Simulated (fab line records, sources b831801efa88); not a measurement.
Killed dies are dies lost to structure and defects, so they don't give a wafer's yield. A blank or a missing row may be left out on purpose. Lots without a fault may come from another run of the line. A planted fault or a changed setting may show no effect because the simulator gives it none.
Which tool did it? | flow sky130 | 13 lots, 39 wafers sampled, at 4 steps of a route of 708

WHAT THE GAUGES READ, wafer by wafer
SKY_VIA2_THK_MEAS_01. Usual: VIA2_HDPCVD_THK 1181 nm, standard deviation 13.
lot  | measured     | on            | VIA2_HDPCVD_THK (nm) | flag
L488 | day 35 14:26 | film_metro-02 | 1177 1184 1172       |
L489 | day 35 22:21 | film_metro-03 | 1190 1180 1204       |
L492 | day 37 04:24 | film_metro-01 | 1163 1179 1175       |
L494 | day 37 22:22 | film_metro-02 | 1202 1196 1199       |
L495 | day 38 07:04 | film_metro-01 | 1185 1180 1171       |
L497 | day 38 19:18 | film_metro-02 | 1186 1182 1181       |
L496 | day 38 21:04 | film_metro-02 | 1183 1181 1165       |
L507 | day 41 03:14 | film_metro-03 | 1170 1158 1190       |
L508 | day 41 17:09 | film_metro-03 | 1210 1204 1187       |
L509 | day 41 18:08 | film_metro-01 | 1182 1179 1179       |
L510 | day 42 00:55 | film_metro-01 | 1176 1169 1171       |

WHICH TOOL RAN EACH LOT (tool, then ch and the chambers of the sampled wafers, then the start)
lot  | SKY_CONTACT_ETCH_17                | SKY_METAL1_SPUTTER_04        | SKY_VIA1_CMP_24
L488 | rie_diel-01 ch 0,2, day 32 00:49   | pvd_sputter-04, day 32 02:14 | cmp-02 ch 1,2,3, day 34 10:34
L489 | rie_diel-02 ch 0,3, day 32 08:24   | pvd_sputter-01, day 32 09:50 | cmp-02 ch 0,1, day 34 18:17
L492 | rie_diel-02 ch 0,1,2, day 33 15:28 | pvd_sputter-01, day 33 16:55 | cmp-01 ch 1,3, day 36 00:25
L494 | rie_diel-01 ch 0,1, day 34 09:58   | pvd_sputter-04, day 34 11:28 | cmp-02 ch 1,3, day 36 18:43
L495 | rie_diel-04 ch 0,1,2, day 34 18:21 | pvd_sputter-04, day 34 19:49 | cmp-02 ch 0,2, day 37 04:01
L497 | rie_diel-02 ch 2,3, day 35 07:33   | pvd_sputter-04, day 35 09:01 | cmp-01 ch 0,2, day 37 16:16
L496 | rie_diel-01 ch 1,2,3, day 35 08:55 | pvd_sputter-01, day 35 10:21 | cmp-01 ch 0,3, day 37 17:47
L501 | rie_diel-01 ch 0,1,3, day 36 01:36 | pvd_sputter-02, day 36 03:02 | cmp-01 ch 0,2,3, day 38 09:25
L503 | rie_diel-04 ch 0,1,3, day 36 22:57 | pvd_sputter-02, day 37 00:25 | cmp-01 ch 0,2,3, day 39 07:32
L507 | rie_diel-02 ch 0,1, day 37 18:02   | pvd_sputter-02, day 37 19:31 | cmp-02 ch 0,2, day 40 00:13
L508 | rie_diel-01 ch 0,1,3, day 38 09:24 | pvd_sputter-01, day 38 10:50 | cmp-01 ch 1,3, day 40 15:44
L509 | rie_diel-04 ch 0,3, day 38 09:52   | pvd_sputter-02, day 38 11:17 | cmp-01 ch 0,1, day 40 15:59
L510 | rie_diel-04 ch 0,2,3, day 38 19:30 | pvd_sputter-01, day 38 21:02 | cmp-01 ch 1,2, day 41 00:11
- SKY_CONTACT_ETCH_17: etches SiO2 in C4F8/O2/Ar, stops on Si3N4, target depth 340 nm.
- SKY_METAL1_SPUTTER_04: material TiN, target thk 70 nm, time 58.3 s.
- SKY_VIA1_CMP_24: polishes, stops on SiO2, t overpolish 15 s, target thk 0 nm.

WHAT THE TOOLS THEMSELVES READ (means of the sampled wafers that have a number; where no wafer has one, the mark that the record gives instead)
SKY_CONTACT_ETCH_17. Usual: oes_product_au 0.892 a.u., standard deviation 0.005.
lot  | tool        | oes_product_au (a.u.) | flag
L488 | rie_diel-01 | 0.888                 |
L489 | rie_diel-02 | 0.887                 |
L492 | rie_diel-02 | 0.894                 |
L494 | rie_diel-01 | 0.896                 |
L495 | rie_diel-04 | 0.891                 |
L497 | rie_diel-02 | 0.887                 |
L496 | rie_diel-01 | 0.890                 |
L501 | rie_diel-01 | 0.893                 |
L503 | rie_diel-04 | 0.892                 |
L507 | rie_diel-02 | 0.894                 |
L508 | rie_diel-01 | 0.890                 |
L509 | rie_diel-04 | 0.891                 |
L510 | rie_diel-04 | 0.895                 |

SKY_METAL1_SPUTTER_04. Usual: throttle_valve_pct 30.1 %, standard deviation 1.
lot  | tool           | throttle_valve_pct (%) | flag
L488 | pvd_sputter-04 | 29.4                   |
L489 | pvd_sputter-01 | 29.8                   |
L492 | pvd_sputter-01 | 30.5                   |
L494 | pvd_sputter-04 | 29.2                   |
L495 | pvd_sputter-04 | 29.5                   |
L497 | pvd_sputter-04 | 29.9                   |
L496 | pvd_sputter-01 | 29.9                   |
L501 | pvd_sputter-02 | 30.6                   |
L503 | pvd_sputter-02 | 31.0                   |
L507 | pvd_sputter-02 | 30.2                   |
L508 | pvd_sputter-01 | 30.8                   |
L509 | pvd_sputter-02 | 30.5                   |
L510 | pvd_sputter-01 | 30.5                   |

SKY_VIA1_CMP_24. Usual: edge_zone_pressure_frac 0.999, standard deviation 0.0055; head_pressure_psi 3.500 psi, standard deviation 0.0078; motor_current_A 10.2 A, standard deviation 0.82; overpolish_run_s 15.001 s, standard deviation 0.0084; time_to_endpoint_s 67 s, standard deviation 3.8.
lot  | tool   | edge_zone_pressure_frac | head_pressure_psi (psi) | motor_current_A (A) | overpolish_run_s (s) | time_to_endpoint_s (s) | flag
L488 | cmp-02 | 0.995                   | 3.503                   | 10.9                | 15.005               | 66                     |
L489 | cmp-02 | 0.998                   | 3.502                   | 11.0                | 15.005               | 69                     |
L492 | cmp-01 | 0.998                   | 3.500                   | 10.5                | 14.998               | 70                     |
L494 | cmp-02 | 1.001                   | 3.498                   | 11.1                | 15.008               | 69                     |
L495 | cmp-02 | 0.997                   | 3.498                   | 9.9                 | 14.999               | 64                     |
L497 | cmp-01 | 0.994                   | 3.494                   | 9.9                 | 15.004               | 65                     |
L496 | cmp-01 | 1.003                   | 3.516                   | 9.9                 | 14.993               | 70                     |
L501 | cmp-01 | -                       | -                       | -                   | -                    | -                      | OFF
L503 | cmp-01 | -                       | -                       | -                   | -                    | -                      | OFF
L507 | cmp-02 | 1.003                   | 3.502                   | 9.9                 | 14.998               | 65                     |
L508 | cmp-01 | 0.998                   | 3.499                   | 10.6                | 15.003               | 73                     |
L509 | cmp-01 | 0.996                   | 3.498                   | 9.7                 | 15.002               | 67                     |
L510 | cmp-01 | 1.006                   | 3.493                   | 10.6                | 15.001               | 72                     |

THE ANSWER, worked out from the rows above alone
Rule: a lot is off if the mean of its wafers that have a number lies more than 3 standard deviations from the usual mean. A lot without any number at a reading at which 4 lots or more have one is off too. The other lots that the step has rows for count as sound. The gauges are gone through in route order, then the tools' own readings, and for those a lot's mean is taken as printed above. The first step at which some lot is off is used, and at that step the reading that is off furthest; a lot without a number counts as furthest.
Off: L501, L503, at SKY_VIA1_CMP_24 (edge_zone_pressure_frac). Without a number there: L501, L503.
A tool fits if, at that step or a process step before it, it ran every lot that is off, and no sound lot after the first of them. None of those tried fits.

WHAT THE SIMULATOR HAD PUT IN
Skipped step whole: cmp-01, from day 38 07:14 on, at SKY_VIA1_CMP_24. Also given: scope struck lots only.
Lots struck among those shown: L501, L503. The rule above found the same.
